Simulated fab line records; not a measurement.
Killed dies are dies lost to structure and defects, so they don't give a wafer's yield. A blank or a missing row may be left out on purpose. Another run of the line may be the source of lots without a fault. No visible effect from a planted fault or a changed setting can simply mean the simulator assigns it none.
What tool caused it? -- flow sky130 -- 15 lots with 45 wafers sampled at 6 steps, on a route of 708 steps

WHAT EACH GAUGE READ, for each wafer
SKY_VT_ADJUST_HVTP_CD_MEAS_07: target cd 380 nm.
lot,measured,on,cdNm (nm)
L259,day 6 04:54,cdSem-01,379.9 380.5 377.4
L262,day 6 18:45,cdSem-01,377.3 377.2 378.7
L263,day 7 02:56,cdSem-02,383.5 383.8 381.7
L264,day 7 09:29,cdSem-01,376.6 379.1 377.1
L265,day 7 15:18,cdSem-01,374.8 376.9 372.5
L266,day 7 23:12,cdSem-02,380.7 383.9 379.6
L273,day 9 20:10,cdSem-01,378.1 373.4 376.3
L274,day 10 01:56,cdSem-02,377.7 375.5 374.8
L275,day 11 04:07,cdSem-01,377.5 377.8 377.8
L278,day 11 08:43,cdSem-02,382.2 381.6 381.7
L277,day 11 09:31,cdSem-02,377.8 379.0 376.3
L279,day 11 14:53,cdSem-01,383.1 377.4 380.7
L280,day 11 20:20,cdSem-01,381.7 380.9 381.5
L281,day 11 20:39,cdSem-02,380.2 379.3 378.6
L282,day 12 10:47,cdSem-01,380.3 378.0 379.0

SKY_VT_ADJUST_LVTN_TW_MEAS_21.
lot,measured,on,VT_ADJUST_LVTN_2_TW
L259,day 7 18:47,filmMetro-03,187.9 187.1 187.1
L262,day 8 10:47,filmMetro-04,188.7 188.3 189.1
L263,day 8 19:56,filmMetro-03,185.4 186.7 187.3
L264,day 9 02:58,filmMetro-04,188.0 187.5 188.2
L265,day 9 09:24,filmMetro-04,187.0 188.8 187.8
L266,day 9 18:53,filmMetro-04,188.8 187.9 187.5
L273,day 11 20:01,filmMetro-04,189.0 189.3 187.8
L274,day 12 00:56,filmMetro-04,187.6 187.1 188.0
L275,day 13 04:28,filmMetro-03,186.4 186.5 185.8
L278,day 13 10:00,filmMetro-03,185.9 186.9 186.5
L277,day 13 10:19,filmMetro-04,187.6 186.9 186.8
L279,day 13 15:37,filmMetro-02,185.0 184.7 185.0
L280,day 13 21:48,filmMetro-04,188.0 187.8 187.3
L281,day 13 22:45,filmMetro-02,184.6 185.3 185.7
L282,day 14 14:55,filmMetro-04,188.7 188.7 187.3

SKY_VT_ADJUST_PCH_OVL_MEAS_07.
lot,measured,on,VT_ADJUST_PCH_OVL (nm)
L259,day 10 12:02,overlay-01,-1.1 1.5 -0.9
L262,day 11 06:24,overlay-01,2.4 1.5 0.2
L263,day 11 16:53,overlay-02,-1.0 -0.2 1.3
L264,day 12 00:01,overlay-01,0.0 1.1 0.1
L265,day 12 06:01,overlay-01,-1.9 -2.4 -2.2
L266,day 12 17:41,overlay-02,-0.4 0.2 0.7
L273,day 14 23:58,overlay-02,-1.8 0.0 -0.2
L274,day 15 05:36,overlay-02,-0.3 -0.5 -1.5
L275,day 16 12:31,overlay-01,0.3 0.9 0.3
L278,day 16 19:33,overlay-01,-1.6 0.6 1.0
L277,day 16 19:41,overlay-02,0.6 1.7 1.4
L279,day 17 00:10,overlay-01,-0.5 2.2 -1.2
L280,day 17 08:14,overlay-02,-1.5 -1.6 -0.5
L281,day 17 10:19,overlay-01,-1.6 -0.6 -1.9
L282,day 18 04:52,overlay-01,0.5 1.7 1.1

SKY_VT_ADJUST_PCH_TW_MEAS_10.
lot,measured,on,VT_ADJUST_PCH_TW
L259,day 10 12:19,filmMetro-03,142.0 142.1 141.4
L262,day 11 06:41,filmMetro-01,142.5 143.2 143.0
L263,day 11 17:10,filmMetro-02,140.7 141.1 141.4
L264,day 12 00:18,filmMetro-02,141.4 141.1 142.0
L265,day 12 06:18,filmMetro-01,142.1 142.4 142.2
L266,day 12 17:58,filmMetro-01,141.9 142.1 142.6
L273,day 15 00:16,filmMetro-02,29.8 29.7 29.7
L274,day 15 05:53,filmMetro-02,29.6 29.6 29.8
L275,day 16 12:49,filmMetro-02,29.6 29.8 29.7
L278,day 16 19:50,filmMetro-03,142.2 142.4 142.1
L277,day 16 19:59,filmMetro-01,143.2 142.6 143.0
L279,day 17 00:27,filmMetro-03,141.7 141.4 142.1
L280,day 17 08:32,filmMetro-03,142.0 141.9 141.7
L281,day 17 10:36,filmMetro-01,143.6 142.5 143.5
L282,day 18 05:10,filmMetro-01,142.6 142.3 142.6

WHAT TOOL EACH LOT RAN ON (gives the tool, then ch and the chambers of the sampled wafers, and finally the start)
lot,SKY_VT_ADJUST_HVTR_STRIP_10,SKY_VT_ADJUST_PCH_STRIP_09
L259,"plasmaAsher-03 ch 0,1, day 9 12:58","plasmaAsher-04 ch 0,1, day 10 12:13"
L262,"plasmaAsher-03 ch 0,1, day 10 06:55","plasmaAsher-02 ch 0,1, day 11 06:35"
L263,"plasmaAsher-03 ch 0,1, day 10 16:52","plasmaAsher-02 ch 0,1, day 11 17:04"
L264,"plasmaAsher-03 ch 0,1, day 11 00:39","plasmaAsher-04 ch 0,1, day 12 00:13"
L265,"plasmaAsher-03 ch 0,1, day 11 07:31","plasmaAsher-04 ch 0,1, day 12 06:11"
L266,"plasmaAsher-01 ch 0, day 11 18:29","plasmaAsher-04 ch 0,1, day 12 17:52"
L273,"plasmaAsher-03 ch 0,1, day 13 21:26","plasmaAsher-04 ch 0,1, day 15 00:10"
L274,"plasmaAsher-02 ch 0,1, day 14 03:23","plasmaAsher-04 ch 0,1, day 15 05:47"
L275,"plasmaAsher-01 ch 0,1, day 15 09:38","plasmaAsher-02 ch 0,1, day 16 12:43"
L278,"plasmaAsher-03 ch 0,1, day 15 15:47","plasmaAsher-02 ch 0,1, day 16 19:44"
L277,"plasmaAsher-01 ch 0,1, day 15 15:53","plasmaAsher-03 ch 0,1, day 16 19:54"
L279,"plasmaAsher-03 ch 0,1, day 15 20:22","plasmaAsher-02 ch 0,1, day 17 00:22"
L280,"plasmaAsher-01 ch 0, day 16 03:07","plasmaAsher-02 ch 0,1, day 17 08:26"
L281,"plasmaAsher-02 ch 0,1, day 16 05:02","plasmaAsher-04 ch 0,1, day 17 10:29"
L282,"plasmaAsher-01 ch 0,1, day 16 23:08","plasmaAsher-02 ch 0,1, day 18 05:04"
- SKY_VT_ADJUST_HVTR_STRIP_10: strips in O2/N2.
- SKY_VT_ADJUST_PCH_STRIP_09: strips in O2/N2.

WHAT THE TOOLS THEMSELVES READ (means of the sampled wafers that have a number; where no wafer has one, the mark that the record gives instead)
SKY_VT_ADJUST_HVTR_STRIP_10.
lot,tool,chamberPressureMTorr (mTorr),drypumpMotorCurrentA (A),oesProductAu (a.u.),stripTimeToEndpointS (s)
L259,plasmaAsher-03,1499.3,5.61,0.713,14.11
L262,plasmaAsher-03,1498.6,5.61,0.716,14.17
L263,plasmaAsher-03,1498.7,5.78,0.714,14.13
L264,plasmaAsher-03,1499.9,5.79,0.716,14.17
L265,plasmaAsher-03,1500.4,5.77,0.713,14.18
L266,plasmaAsher-01,1498.8,5.47,0.716,14.17
L273,plasmaAsher-03,-,-,-,-
L274,plasmaAsher-02,-,-,-,-
L275,plasmaAsher-01,-,-,-,-
L278,plasmaAsher-03,1500.2,5.77,0.710,14.16
L277,plasmaAsher-01,1499.3,5.40,0.717,14.19
L279,plasmaAsher-03,1500.8,5.60,0.713,14.20
L280,plasmaAsher-01,1499.6,5.48,0.715,14.16
L281,plasmaAsher-02,1500.7,5.49,0.720,14.17
L282,plasmaAsher-01,1500.3,5.41,0.715,14.24

SKY_VT_ADJUST_PCH_STRIP_09.
lot,tool,chamberPressureMTorr (mTorr),drypumpMotorCurrentA (A),oesProductAu (a.u.),stripTimeToEndpointS (s)
L259,plasmaAsher-04,1498.4,5.50,0.722,36.98
L262,plasmaAsher-02,1500.0,5.50,0.726,36.86
L263,plasmaAsher-02,1500.0,5.51,0.720,36.91
L264,plasmaAsher-04,1500.7,5.49,0.722,37.00
L265,plasmaAsher-04,1502.3,5.51,0.721,36.89
L266,plasmaAsher-04,1500.6,5.49,0.729,36.99
L273,plasmaAsher-04,1500.9,5.49,0.726,53.86
L274,plasmaAsher-04,1500.9,5.49,0.731,53.99
L275,plasmaAsher-02,1501.1,5.49,0.732,53.75
L278,plasmaAsher-02,1499.4,5.50,0.720,36.99
L277,plasmaAsher-03,1500.4,5.78,0.721,36.91
L279,plasmaAsher-02,1499.6,5.50,0.721,36.93
L280,plasmaAsher-02,1499.9,5.48,0.721,36.95
L281,plasmaAsher-04,1500.4,5.58,0.722,37.12
L282,plasmaAsher-02,1500.3,5.53,0.727,37.00

THE ANSWER, worked out from the rows above alone
Rule: the usual values come from the lots themselves. Put in order of their means at a reading, lots are off if they are a third of the lots or fewer, leave a main group of 4 or more, and stand apart from it by a gap of 3 or more times the standard deviation of the main group's means; of several such gaps the widest counts. If all means in a main group match to the digits the tables above print for the reading, that group is not used. A lot without any number at a reading at which 4 lots or more have one is off too. Any other lot the step has rows for is counted as sound. Order of review: gauges by route order, followed by the tools' own readings, for which a lot's mean as printed above is used. At the first step where some lot is off, the reading lying furthest off is the one used; lots without a number count as furthest.
Off: at SKY_VT_ADJUST_PCH_TW_MEAS_10 (VT_ADJUST_PCH_TW), L273, L274, L275. Main group: mean 142.2, sd 0.6.
A tool fits if, at a process step before that reading, it ran every lot that is off, and no sound lot after the first of them. Not tried: the gauges at SKY_VT_ADJUST_PCH_TW_MEAS_10; whatever is off there is also off at SKY_VT_ADJUST_HVTR_STRIP_10, on other tools, and gauge error can't account for it. Not one of the candidates tried fits.

WHAT THE SIMULATOR PUT IN
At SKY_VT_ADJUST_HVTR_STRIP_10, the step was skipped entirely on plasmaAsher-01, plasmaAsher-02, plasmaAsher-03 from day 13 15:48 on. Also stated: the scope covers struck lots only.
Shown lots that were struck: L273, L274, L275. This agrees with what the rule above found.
